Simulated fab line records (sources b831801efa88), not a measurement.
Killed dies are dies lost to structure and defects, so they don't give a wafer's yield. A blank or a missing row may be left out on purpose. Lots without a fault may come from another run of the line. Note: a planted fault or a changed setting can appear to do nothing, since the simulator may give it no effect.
Which of the tools did it? :: flow sky130 :: 6 lots, 18 wafers sampled, at 1 step of a route of 708

WHAT EACH GAUGE READ, for each wafer
SKY_METAL3_OVL_MEAS_14.
lot: L645
measured: day 40 13:35
on: overlay-02
METAL3_OVL (nm): 1 10 9

lot: L649
measured: day 41 11:44
on: overlay-01
METAL3_OVL (nm): 0 7 2

lot: L654
measured: day 43 07:19
on: overlay-02
METAL3_OVL (nm): 0 2 4

lot: L657
measured: day 43 22:43
on: overlay-02
METAL3_OVL (nm): 9 3 -1

lot: L659
measured: day 44 11:17
on: overlay-02
METAL3_OVL (nm): 4 4 8

lot: L661
measured: day 45 00:32
on: overlay-02
METAL3_OVL (nm): 4 -2 9

WHAT TOOL EACH LOT RAN ON (gives the tool, then ch and the chambers of the sampled wafers, and finally the start)
The record shows no process step preceding these readings.

THE ANSWER, worked out from the rows above alone
Rule: usual is defined by the lots themselves. Put in order of their means at a reading, lots are off if they are a third of the lots or fewer, leave a main group of 4 or more, and stand apart from it by a gap of 3 or more times the standard deviation of the main group's means; of several such gaps the widest counts. The tables above print the reading to a certain number of digits; a main group whose means all agree to those digits is not used. Also off: a lot with no number at a reading for which 4 or more lots have one. Any other lot the step has rows for is counted as sound.
None of the lots is off at any reading shown; this tells nothing.

WHAT THE SIMULATOR HAD INSERTED
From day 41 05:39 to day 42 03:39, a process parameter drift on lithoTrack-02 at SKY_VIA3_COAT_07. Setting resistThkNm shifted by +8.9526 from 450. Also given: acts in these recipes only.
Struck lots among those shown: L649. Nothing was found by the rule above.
